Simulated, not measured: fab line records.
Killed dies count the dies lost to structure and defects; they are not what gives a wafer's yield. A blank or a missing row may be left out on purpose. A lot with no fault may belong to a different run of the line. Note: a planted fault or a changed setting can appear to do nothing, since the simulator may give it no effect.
fab line records	flow sky130
record lots=5	wafers=23
route steps=708 shown VIA1@460 METAL2@485 VIA2@507 METAL3@533
start_h: start of the lot's first displayed wafer, in hours after the record's first day	wait_h: hours since the lot's step before	" unchanged from the row above	L1.1+2: a single row standing in for several wafers	- either no value or no given start	* or withheld: withheld	< > ~ a bound
route shown NAME@n: NAME is a module with steps in the file, n the number in the route of the first one	usual: mean/standard deviation taken from wafers without a fault	same: alike in all rows	chamber/n: place in a boat	sites: per-site readings	_std_site: the standard deviation of these	_edge_site: outer sites' mean less inner sites'	radius_mm: for every site, how far away it sits from the centre of the wafer	mask NAME#n: copy n	behind: the tool/chamber that last shaped the wafer	hold: why the lot went on hold/how many hours it stayed there/how the hold came to an end	device: whichever transistor did not switch (one of n, p or np)	end of line: tests of these same wafers at the route's end	for a step that has no rows: nothing shown but its recipe	killed: count of dies lost to structure and defects at first sort (not the wafer's yield)	map: a wafer's dies, marking killed ones x, the rest . and places with no die _
set.NAME: the setting the step ran with; set.NAME@STEP: the setting that earlier step ran with	model.NAME: the simulator's own value behind a step, which no gauge read
lots whose settings were changed on purpose; a table a step, a row a wafer
## steps
# step SKY_VIA1_CMP_02
# recipe material=SiO2	down_force_psi=4	platen_rpm=60	pad_velocity_m_s=0.94248
lot.wafer	tool	chamber	start_h	wait_h	set.leave_above_ref_nm	model.SiO2_of_VIA1_HDPCVD_00.thk_nm
L074.4	cmp-02	0	764.60	0.0	345	-
L074.3	"	2	"	"	329.3	328.7
L074.1	"	3	"	"	345	346.5
L074.6+5	"	0,1	"	"	329.3	-
L076.4	cmp-02	2	784.58	0.1	345	344.1
L076.2	"	3	"	"	345	345.9
L076.6	"	1	"	"	345	343.7
L077.4	cmp-02	2	791.88	0.2	345	-
L077.1	"	3	"	"	345	346.9
L077.2+3	"	0,1	"	"	319.7	-
L077.6	"	3	"	"	345	347.4
L079.1	cmp-02	0	819.82	0.1	345	344.4
L079.4+2	"	1,3	"	"	321.8	-
L079.3	"	2	"	"	345	344.3
L079.5	"	0	"	"	345	-
L084.4+6	cmp-02	2,1	853.33	0.1	345	343.5
L084.3+5	"	3,2	"	"	355.9	-
L084.2	"	0	"	"	355.9	355.5
# step SKY_VIA1_SOFTBAKE_08
# recipe temp_c=100	time_s=90	resist=KrF-thick
lot.wafer	tool	chamber	start_h	wait_h	set.time_s
L074.1+3+4	litho_track-02	0	-	-	90
L074.5+6	"	0	"	"	101.7
L076.2+4+6	litho_track-02	0	-	-	90
L077.1+3	litho_track-02	0	-	-	77.92
L077.2+4+6	"	0	"	"	90
L079.1+2+5	litho_track-02	0	-	-	90
L079.3+4	"	0	"	"	99.01
L084.2+3+4	litho_track-04	0	-	-	78.99
L084.5+6	"	0	"	"	90
# step SKY_VIA1_EXPOSE_09
# recipe mask_id=VIM	na=0.8	source_shape=annular	sigma_inner=0.55	sigma_outer=0.85	target_cd_nm=150	dose_mj=38
# step SKY_VIA1_PEB_10
# recipe peb_temp_c=withheld	peb_time_s=withheld	resist=KrF-thick
# step SKY_VIA1_ETCH_14
# recipe chemistry=N2/H2	target=BARC	ion_energy_ev=200	source_w=500	bias_w=100	pressure_mtorr=30	n2_flow_sccm=100	h2_flow_sccm=200	stop_on=SiO2	time_s=45.9	target_depth_a=600
# step SKY_VIA1_ETCH_15
# recipe target=SiO2	chemistry=C4F8/O2/Ar	target_depth_nm=351	stop_on=TiN	mask_material=KrF-thick	source_w=1500	bias_w=1200	pressure_mtorr=40	c4f8_flow_sccm=withheld	O2_flow_sccm=6	Ar_flow_sccm=300	time_s=54
# usual oes_product_au=0.986/0.0052
lot.wafer	tool	chamber	start_h	wait_h	set.leave_above_ref_nm@VIA1_CMP_02	oes_product_au	model.VIA1.feature_depth_nm
L074.1	rie_diel-02	0	792.06	0.0	345	0.994	346.5
L074.3	"	3	"	"	329.3	0.964	328.7
L074.4	"	3	"	"	345	0.988	345.3
L074.5	"	1	"	"	329.3	0.953	327.4
L074.6	"	0	"	"	329.3	0.973	330.1
L076.2	rie_diel-02	0	811.52	0.0	345	0.983	345.9
L076.4	"	2	"	"	345	0.976	344.1
L076.6	"	3	"	"	345	0.985	343.7
L077.1	rie_diel-03	2	819.56	0.0	345	0.986	346.9
L077.2	"	0	"	"	319.7	0.941	320.8
L077.3	"	3	"	"	319.7	0.941	320.1
L077.4	"	0	"	"	345	0.986	345.5
L077.6	"	2	"	"	345	0.991	347.4
L079.1	rie_diel-03	3	846.36	0.0	345	0.986	344.4
L079.2	"	0	"	"	321.8	0.953	323.2
L079.3	"	1	"	"	345	0.988	344.3
L079.4	"	2	"	"	321.8	0.946	321.9
L079.5	"	3	"	"	345	0.985	346.8
L084.2	rie_diel-02	3	879.82	0.0	355.9	1.007	355.5
L084.3	"	0	"	"	355.9	1.003	354.7
L084.4	"	2	"	"	345	0.973	343.5
L084.5	"	1	"	"	355.9	0.993	353.8
L084.6	"	2	"	"	345	0.981	343.5
# step SKY_VIA1_SPUTTER_20
# recipe material=TiN	target_thk_nm=20	chamber_pressure_pa=5	power_w=4000	time_s=80
lot.wafer	tool	chamber	start_h	wait_h	set.time_s	model.TiN_of_VIA1_SPUTTER_20.thk_nm
L074.1	pvd_sputter-03	-	792.71	0.0	80	20.12
L074.3	"	-	"	"	80	20.43
L074.4	"	-	"	"	90.36	22.63
L074.5	"	-	"	"	80	20.4
L074.6	"	-	"	"	90.36	22.76
L076.2	pvd_sputter-03	-	812.25	0.0	80	20.18
L076.4	"	-	"	"	80	20.41
L076.6	"	-	"	"	80	20.61
L077.1	pvd_sputter-03	-	820.20	0.0	68.19	17.34
L077.2	"	-	"	"	80	20.5
L077.3	"	-	"	"	80	20.4
L077.4	"	-	"	"	68.19	17.74
L077.6	"	-	"	"	80	20.37
L079.1	pvd_sputter-03	-	847.08	0.0	72.21	17.95
L079.2	"	-	"	"	80	20.44
L079.3	"	-	"	"	72.21	18.49
L079.4	"	-	"	"	72.21	17.87
L079.5	"	-	"	"	80	20.29
L084.2	pvd_sputter-03	-	880.54	0.0	69.94	17.64
L084.3	"	-	"	"	80	20.9
L084.4	"	-	"	"	69.94	17.97
L084.5	"	-	"	"	80	20.74
L084.6	"	-	"	"	80	20.56
# step SKY_METAL2_SPUTTER_02
# recipe material=AlCu	target_thk_nm=250	power_w=10600	time_s=13.3	chamber_pressure_pa=0.4
lot.wafer	tool	chamber	start_h	wait_h	set.time_s	model.AlCu_of_METAL2_SPUTTER_02.thk_nm
L074.1	pvd_sputter-02	-	793.39	0.0	13.3	256.5
L074.3	"	-	"	"	13.3	247.8
L074.4	"	-	"	"	11.65	219.7
L074.5	"	-	"	"	11.65	218.6
L074.6	"	-	"	"	11.65	217
L076.2	pvd_sputter-01	-	812.93	0.0	13.3	248.6
L076.4	"	-	"	"	13.3	251.7
L076.6	"	-	"	"	13.3	251.3
L077.1	pvd_sputter-01	-	820.88	0.0	13.3	247.5
L077.2	"	-	"	"	14.91	279.2
L077.3	"	-	"	"	14.91	282.7
L077.4	"	-	"	"	14.91	279.6
L077.6	"	-	"	"	13.3	250.9
L079.1	pvd_sputter-01	-	847.76	0.0	13.3	253.4
L079.2	"	-	"	"	15.28	286.5
L079.3	"	-	"	"	13.3	249
L079.4	"	-	"	"	15.28	289.1
L079.5	"	-	"	"	15.28	288
L084.2	pvd_sputter-01	-	881.22	0.0	13.3	251.7
L084.3	"	-	"	"	14.07	266.8
L084.4	"	-	"	"	13.3	251
L084.5	"	-	"	"	14.07	267.5
L084.6	"	-	"	"	13.3	251.9
# step SKY_METAL2_SPUTTER_03
# recipe material=Ti	target_thk_nm=5	power_w=3000	time_s=3.3	chamber_pressure_pa=0.4
# step SKY_METAL2_SPUTTER_04
# recipe material=TiN	target_thk_nm=70	power_w=6500	time_s=58.3	chamber_pressure_pa=0.4
# step SKY_METAL2_RS_MEAS_05
# recipe thk_meas_gauge=four-point-probe	reads=TiN_of_METAL2_SPUTTER_04+Ti_of_METAL2_SPUTTER_03+AlCu_of_METAL2_SPUTTER_02+TiN_of_METAL2_SPUTTER_01+Ti_of_METAL2_SPUTTER_00
# usual METAL2_ALCU_RS=0.1262/0.0013
lot.wafer	tool	chamber	start_h	wait_h	set.time_s@METAL2_SPUTTER_02	METAL2_ALCU_RS[ohm/sq]
L074.1	film_metro-02	-	793.49	0.0	13.3	0.1235
L074.3	"	-	"	"	13.3	0.1280
L074.4	"	-	"	"	11.65	0.1448
L074.5	"	-	"	"	11.65	0.1454
L074.6	"	-	"	"	11.65	0.1468
L076.2	film_metro-02	-	813.05	0.0	13.3	0.1274
L076.4	"	-	"	"	13.3	0.1259
L076.6	"	-	"	"	13.3	0.1262
L077.1	film_metro-02	-	820.97	0.0	13.3	0.1282
L077.2	"	-	"	"	14.91	0.1129
L077.3	"	-	"	"	14.91	0.1117
L077.4	"	-	"	"	14.91	0.1131
L077.6	"	-	"	"	13.3	0.1262
L079.1	film_metro-02	-	847.86	0.0	13.3	0.1248
L079.2	"	-	"	"	15.28	0.1103
L079.3	"	-	"	"	13.3	0.1275
L079.4	"	-	"	"	15.28	0.1092
L079.5	"	-	"	"	15.28	0.1095
L084.2	film_metro-03	-	881.33	0.0	13.3	0.1259
L084.3	"	-	"	"	14.07	0.1184
L084.4	"	-	"	"	13.3	0.1263
L084.5	"	-	"	"	14.07	0.1182
L084.6	"	-	"	"	13.3	0.1258
# step SKY_METAL2_THK_MEAS_06
# recipe thk_meas_gauge=xrf	reads=AlCu_of_METAL2_SPUTTER_02
# usual METAL2_ALCU_THK=252/3
lot.wafer	tool	chamber	start_h	wait_h	set.time_s@METAL2_SPUTTER_02	METAL2_ALCU_THK[nm]
L074.1	film_metro-02	-	793.61	0.1	13.3	258
L074.3	"	-	"	"	13.3	248
L074.4	"	-	"	"	11.65	218
L074.5	"	-	"	"	11.65	217
L074.6	"	-	"	"	11.65	218
L076.2	film_metro-02	-	813.16	0.1	13.3	250
L076.4	"	-	"	"	13.3	254
L076.6	"	-	"	"	13.3	253
L077.1	film_metro-02	-	821.09	0.1	13.3	251
L077.2	"	-	"	"	14.91	279
L077.3	"	-	"	"	14.91	283
L077.4	"	-	"	"	14.91	283
L077.6	"	-	"	"	13.3	254
L079.1	film_metro-02	-	847.98	0.1	13.3	257
L079.2	"	-	"	"	15.28	288
L079.3	"	-	"	"	13.3	250
L079.4	"	-	"	"	15.28	291
L079.5	"	-	"	"	15.28	290
L084.2	film_metro-03	-	881.44	0.1	13.3	253
L084.3	"	-	"	"	14.07	265
L084.4	"	-	"	"	13.3	250
L084.5	"	-	"	"	14.07	268
L084.6	"	-	"	"	13.3	251
# step SKY_METAL2_DEVELOP_14
# recipe develop_time_s=60	resist=KrF-thick	dev_temp_c=21
lot.wafer	tool	chamber	start_h	wait_h	set.develop_time_s
L074.1+3+4+5+6	litho_track-02	0	-	-	60
L076.2+4+6	litho_track-01	0	-	-	60
L077.1+3+4	litho_track-03	0	-	-	53.02
L077.2+6	"	0	"	"	60
L079.1+3+5	litho_track-01	0	-	-	60
L079.2+4	"	0	"	"	65.33
L084.2+5	litho_track-02	0	-	-	60
L084.3+4+6	"	0	"	"	52.96
# step SKY_METAL2_DESCUM_17
# recipe chemistry=O2	source_power_w=150	bias_power_w=0	pressure_mtorr=10	temp_c=40	time_s=8
# step SKY_METAL2_ETCH_18
# recipe chemistry=N2/H2	target=BARC	ion_energy_ev=200	bias_w=100	pressure_mtorr=30	n2_flow_sccm=100	h2_flow_sccm=200	icp_w=500	stop_on=SiO2	time_s=47.96	target_depth_a=600
# step SKY_METAL2_METAL_ETCH_19
# recipe target_depth_a=3600	stop_on=SiO2	over_etch_frac=0.3	time_s=78	chemistry=Cl2/BCl3	resist_sidewall_deg=88	pressure_mtorr=10	icp_w=900	bias_w=48.5	Cl2_flow_sccm=60	bcl3_flow_sccm=30
lot.wafer	tool	chamber	start_h	wait_h	set.leave_above_ref_nm@VIA1_CMP_02	model.SiO2_of_VIA1_HDPCVD_00.thk_nm
L074.1	rie_metal-01	1	819.96	0.0	345	332
L074.3	"	0	"	"	329.3	315
L074.4	"	1	"	"	345	-
L074.5+6	"	1,0	"	"	329.3	-
L076.2	rie_metal-04	1	841.86	0.0	345	332.1
L076.4+6	"	0,1	"	"	345	329.9
L077.1	rie_metal-01	0	847.38	0.1	345	333.1
L077.2+3	"	0	"	"	319.7	-
L077.4	"	0	"	"	345	-
L077.6	"	0	"	"	345	333.6
L079.1	rie_metal-04	1	873.91	0.0	345	330.7
L079.2+4	"	0	"	"	321.8	-
L079.3	"	1	"	"	345	330.6
L079.5	"	0	"	"	345	-
L084.2	rie_metal-01	0	906.66	0.0	355.9	341.6
L084.3+5	"	1	"	"	355.9	-
L084.4	"	0	"	"	345	329.5
L084.6	"	0	"	"	345	329.6
# step SKY_VIA2_HDPCVD_00
# recipe material=SiO2	target_thk_nm=1180	sigma_open_frac=0.3	time_s=196.7	temp_c=400	sih4_flow_sccm=60	pressure_mtorr=6
lot.wafer	tool	chamber	start_h	wait_h	set.time_s	model.SiO2_of_VIA2_HDPCVD_00.thk_nm
L074.1	hdpcvd-01	0	820.68	0.0	196.7	1185
L074.3	"	0	"	"	175.6	1063
L074.4	"	1	"	"	196.7	1192
L074.5	"	1	"	"	175.6	1056
L074.6	"	0	"	"	196.7	-
L076.2	hdpcvd-01	1	842.63	0.0	196.7	1190
L076.4	"	0	"	"	196.7	1189
L076.6	"	1	"	"	196.7	1192
L077.1	hdpcvd-01	0	848.57	0.0	178.8	1077
L077.2	"	1	"	"	178.8	1076
L077.3	"	1	"	"	196.7	1182
L077.4	"	0	"	"	178.8	1074
L077.6	"	1	"	"	196.7	1184
L079.1+4+5	hdpcvd-02	1,1,0	874.61	0.0	196.7	-
L079.2	"	0	"	"	196.7	1165
L079.3	"	2	"	"	196.7	1155
L084.2	hdpcvd-01	1	907.35	0.0	180.7	1078
L084.3	"	1	"	"	196.7	1171
L084.4	"	0	"	"	196.7	1190
L084.5	"	1	"	"	196.7	1177
L084.6	"	0	"	"	180.7	1098
# step SKY_VIA2_THK_MEAS_01
# recipe reads=SiO2_of_VIA2_HDPCVD_00
# usual VIA2_HDPCVD_THK=1183/12
lot.wafer	tool	chamber	start_h	wait_h	set.time_s@VIA2_HDPCVD_00	VIA2_HDPCVD_THK[nm]
L074.1	film_metro-03	-	820.87	0.1	196.7	1185
L074.3	"	-	"	"	175.6	1063
L074.4	"	-	"	"	196.7	1191
L074.5	"	-	"	"	175.6	1056
L074.6	"	-	"	"	196.7	1191
L076.2	film_metro-04	-	842.83	0.1	196.7	1190
L076.4	"	-	"	"	196.7	1188
L076.6	"	-	"	"	196.7	1191
L077.1	film_metro-03	-	848.76	0.1	178.8	1076
L077.2	"	-	"	"	178.8	1076
L077.3	"	-	"	"	196.7	1181
L077.4	"	-	"	"	178.8	1074
L077.6	"	-	"	"	196.7	1184
L079.1	film_metro-03	-	874.73	0.1	196.7	1180
L079.2	"	-	"	"	196.7	1166
L079.3	"	-	"	"	196.7	1155
L079.4	"	-	"	"	196.7	1185
L079.5	"	-	"	"	196.7	1163
L084.2	film_metro-04	-	907.54	0.1	180.7	1079
L084.3	"	-	"	"	196.7	1171
L084.4	"	-	"	"	196.7	1190
L084.5	"	-	"	"	196.7	1176
L084.6	"	-	"	"	180.7	1099
# step SKY_VIA2_COAT_07
# recipe resist=KrF-thick	spin_rpm=3000	resist_thk_nm=450
lot.wafer	tool	chamber	start_h	wait_h	set.resist_thk_nm	model.KrF-thick_of_VIA2_COAT_07.thk_nm
L074.1	litho_track-03	0	-	-	450	446.3
L074.3	"	0	"	"	450	448.1
L074.4	"	0	"	"	450	445.3
L074.5	"	0	"	"	450	446.8
L074.6	"	0	"	"	450	448.3
L076.2	litho_track-03	0	-	-	450	448.9
L076.4	"	0	"	"	450	448.1
L076.6	"	0	"	"	450	448.7
L077.1	litho_track-04	0	-	-	450	448.8
L077.2+6	"	0	"	"	450	448.7
L077.3	"	0	"	"	433.1	432.8
L077.4	"	0	"	"	433.1	431.2
L079.1	litho_track-04	0	-	-	450	450.1
L079.2	"	0	"	"	450	449.5
L079.3	"	0	"	"	450	449.4
L079.4	"	0	"	"	425.1	424
L079.5	"	0	"	"	425.1	423.9
L084.2	litho_track-03	0	-	-	443.1	441.7
L084.3	"	0	"	"	450	449.9
L084.4	"	0	"	"	443.1	442.1
L084.5	"	0	"	"	450	449.3
L084.6	"	0	"	"	450	450.3
# step SKY_VIA2_ETCH_14
# recipe chemistry=N2/H2	target=BARC	ion_energy_ev=200	source_w=500	bias_w=100	pressure_mtorr=30	n2_flow_sccm=100	h2_flow_sccm=200	stop_on=SiO2	time_s=45.9	target_depth_a=600
lot.wafer	tool	chamber	start_h	wait_h	set.source_w	set.resist_thk_nm@VIA2_COAT_07	model.KrF-thick_of_VIA2_COAT_07.thk_nm
L074.1	rie_diel-01	2	847.28	0.0	554.9	450	383.4
L074.3	"	0	"	"	500	450	390.1
L074.4	"	1	"	"	500	450	388
L074.5	"	3	"	"	500	450	387.9
L074.6	"	0	"	"	554.9	450	386
L076.2	rie_diel-03	0	869.39	0.0	500	450	391.2
L076.4+6	"	2,1	"	"	500	450	390.5
L077.1	rie_diel-01	0	875.02	0.0	500	450	391.1
L077.2	"	2	"	"	500	450	390.7
L077.3	"	3	"	"	500	433.1	374.1
L077.4	"	1	"	"	500	433.1	373.7
L077.6	"	3	"	"	500	450	390.1
L079.1	rie_diel-03	0	900.12	0.0	500	450	392.9
L079.2	"	1	"	"	500	450	391.5
L079.3	"	3	"	"	446	450	395.7
L079.4	"	2	"	"	446	425.1	371.3
L079.5	"	0	"	"	500	425.1	366.9
L084.2	rie_diel-01	0	933.03	0.0	446.7	443.1	388.4
L084.3	"	2	"	"	446.7	450	395.6
L084.4	"	1	"	"	500	443.1	384.8
L084.5	"	0	"	"	500	450	391.8
L084.6	"	1	"	"	446.7	450	397.1
# step SKY_VIA2_ETCH_15
# recipe target=SiO2	chemistry=C4F8/O2/Ar	target_depth_nm=546	stop_on=TiN	mask_material=KrF-thick	source_w=1500	bias_w=1200	pressure_mtorr=40	c4f8_flow_sccm=withheld	O2_flow_sccm=6	Ar_flow_sccm=300	time_s=84
lot.wafer	tool	chamber	start_h	wait_h	set.resist_thk_nm@VIA2_COAT_07	model.KrF-thick_of_VIA2_COAT_07.thk_nm
L074.1	rie_diel-01	2	847.32	0.0	450	271.6
L074.3	"	0	"	"	450	280.3
L074.4	"	1	"	"	450	278.4
L074.5	"	3	"	"	450	275.1
L074.6	"	0	"	"	450	275.6
L076.2	rie_diel-03	0	869.43	0.0	450	282
L076.4	"	2	"	"	450	281.2
L076.6	"	1	"	"	450	279.5
L077.1	rie_diel-01	0	875.06	0.0	450	280.3
L077.2	"	2	"	"	450	279.3
L077.3	"	3	"	"	433.1	261.2
L077.4	"	1	"	"	433.1	264.1
L077.6	"	3	"	"	450	277.6
L079.1	rie_diel-03	0	900.16	0.0	450	283.6
L079.2	"	1	"	"	450	281.2
L079.3	"	3	"	"	450	285
L079.4	"	2	"	"	425.1	262
L079.5	"	0	"	"	425.1	258.1
L084.2	rie_diel-01	0	933.07	0.0	443.1	278.1
L084.3	"	2	"	"	450	282
L084.4	"	1	"	"	443.1	275.4
L084.5	"	0	"	"	450	280.3
L084.6	"	1	"	"	450	288
# step SKY_VIA2_STRIP_16
# recipe chemistry=O2/N2	power_w=1400	pressure_mtorr=1500	platen_temp_c=withheld	o2_flow_sccm=3000	n2_flow_sccm=300	overash_fraction=0.5
# usual strip_time_to_endpoint_s=4.013/0.028
lot.wafer	tool	chamber	start_h	wait_h	set.resist_thk_nm@VIA2_COAT_07	strip_time_to_endpoint_s
L074.1	plasma_asher-03	0	847.38	0.0	450	3.925
L074.3	"	0	"	"	450	4.027
L074.4	"	1	"	"	450	3.975
L074.5	"	0	"	"	450	3.939
L074.6	"	1	"	"	450	3.956
L076.2	plasma_asher-01	0	869.50	0.0	450	4.020
L076.4	"	0	"	"	450	4.013
L076.6	"	1	"	"	450	4.011
L077.1	plasma_asher-04	0	875.12	0.0	450	3.997
L077.2	"	1	"	"	450	4.004
L077.3	"	1	"	"	433.1	3.810
L077.4	"	0	"	"	433.1	3.837
L077.6	"	0	"	"	450	3.998
L079.1	plasma_asher-01	0	900.22	0.0	450	4.056
L079.2	"	1	"	"	450	4.003
L079.3	"	0	"	"	450	4.071
L079.4	"	1	"	"	425.1	3.813
L079.5	"	1	"	"	425.1	3.774
L084.2	plasma_asher-04	1	933.14	0.0	443.1	3.970
L084.3	"	1	"	"	450	4.023
L084.4	"	0	"	"	443.1	3.972
L084.5	"	1	"	"	450	4.012
L084.6	"	0	"	"	450	4.105
# step SKY_METAL3_SPUTTER_01
# recipe material=TiN	target_thk_nm=20	power_w=6500	time_s=16.7	chamber_pressure_pa=0.4
lot.wafer	tool	chamber	start_h	wait_h	set.power_w	model.TiN_of_METAL3_SPUTTER_01.thk_nm
L074.1	pvd_sputter-02	-	848.69	0.0	5725	17.72
L074.3	"	-	"	"	5725	17.76
L074.4	"	-	"	"	6500	19.72
L074.5	"	-	"	"	6500	19.56
L074.6	"	-	"	"	5725	17.23
L076.2	pvd_sputter-02	-	870.95	0.0	6500	19.54
L076.4	"	-	"	"	6500	19.98
L076.6	"	-	"	"	6500	19.47
L077.1	pvd_sputter-04	-	876.49	0.0	6500	19.71
L077.2	"	-	"	"	6500	19.83
L077.3	"	-	"	"	6500	20.05
L077.4	"	-	"	"	6500	20.04
L077.6	"	-	"	"	6500	19.66
L079.1+4	pvd_sputter-01	-	901.51	0.0	7116	21.88
L079.2	"	-	"	"	6500	19.92
L079.3	"	-	"	"	6500	19.94
L079.5	"	-	"	"	7116	21.9
L084.2	pvd_sputter-02	-	934.43	0.0	6500	19.89
L084.3	"	-	"	"	6500	20.27
L084.4	"	-	"	"	6500	19.66
L084.5	"	-	"	"	6500	20.06
L084.6	"	-	"	"	6500	19.94
## key
split step=SKY_VIA1_CMP_02	setting=leave_above_ref_nm	stated=345	by=wafer
response step=SKY_VIA1_CMP_02	reading=model.SiO2_of_VIA1_HDPCVD_00.thk_nm	change=+3.87	per=1%	r=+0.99
response step=SKY_VIA1_ETCH_15	reading=oes_product_au	change=+0.00607	per=1%	r=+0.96
response step=SKY_VIA1_ETCH_15	reading=model.VIA1.feature_depth_nm	change=+3.53	per=1%	r=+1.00
response step=SKY_METAL2_METAL_ETCH_19	reading=model.SiO2_of_VIA1_HDPCVD_00.thk_nm	change=+3.77	per=1%	r=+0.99
split step=SKY_VIA1_SOFTBAKE_08	setting=time_s	stated=90	by=wafer
response none clear
split step=SKY_VIA1_SPUTTER_20	setting=time_s	stated=80	by=wafer
response step=SKY_VIA1_SPUTTER_20	reading=model.TiN_of_VIA1_SPUTTER_20.thk_nm	change=+0.207	per=1%	r=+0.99
split step=SKY_METAL2_SPUTTER_02	setting=time_s	stated=13.3	by=wafer
response step=SKY_METAL2_SPUTTER_02	reading=model.AlCu_of_METAL2_SPUTTER_02.thk_nm	change=+2.58	per=1%	r=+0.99
response step=SKY_METAL2_RS_MEAS_05	reading=METAL2_ALCU_RS	change=-0.00129	per=1%	r=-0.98
response step=SKY_METAL2_THK_MEAS_06	reading=METAL2_ALCU_THK	change=+2.54	per=1%	r=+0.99
split step=SKY_METAL2_DEVELOP_14	setting=develop_time_s	stated=60	by=wafer
response none clear
split step=SKY_VIA2_HDPCVD_00	setting=time_s	stated=196.7	by=wafer
response step=SKY_VIA2_HDPCVD_00	reading=model.SiO2_of_VIA2_HDPCVD_00.thk_nm	change=+11.7	per=1%	r=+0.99
response step=SKY_VIA2_THK_MEAS_01	reading=VIA2_HDPCVD_THK	change=+11.7	per=1%	r=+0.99
split step=SKY_VIA2_COAT_07	setting=resist_thk_nm	stated=450	by=wafer
response step=SKY_VIA2_COAT_07	reading=model.KrF-thick_of_VIA2_COAT_07.thk_nm	change=+4.61	per=1%	r=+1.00
response step=SKY_VIA2_ETCH_14	reading=model.KrF-thick_of_VIA2_COAT_07.thk_nm	change=+4.45	per=1%	r=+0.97
response step=SKY_VIA2_ETCH_15	reading=model.KrF-thick_of_VIA2_COAT_07.thk_nm	change=+4.25	per=1%	r=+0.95
response step=SKY_VIA2_STRIP_16	reading=strip_time_to_endpoint_s	change=*	per=1%	r=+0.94
split step=SKY_VIA2_ETCH_14	setting=source_w	stated=500	by=wafer
response none clear
split step=SKY_METAL3_SPUTTER_01	setting=power_w	stated=6500	by=wafer
response step=SKY_METAL3_SPUTTER_01	reading=model.TiN_of_METAL3_SPUTTER_01.thk_nm	change=+0.186	per=1%	r=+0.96
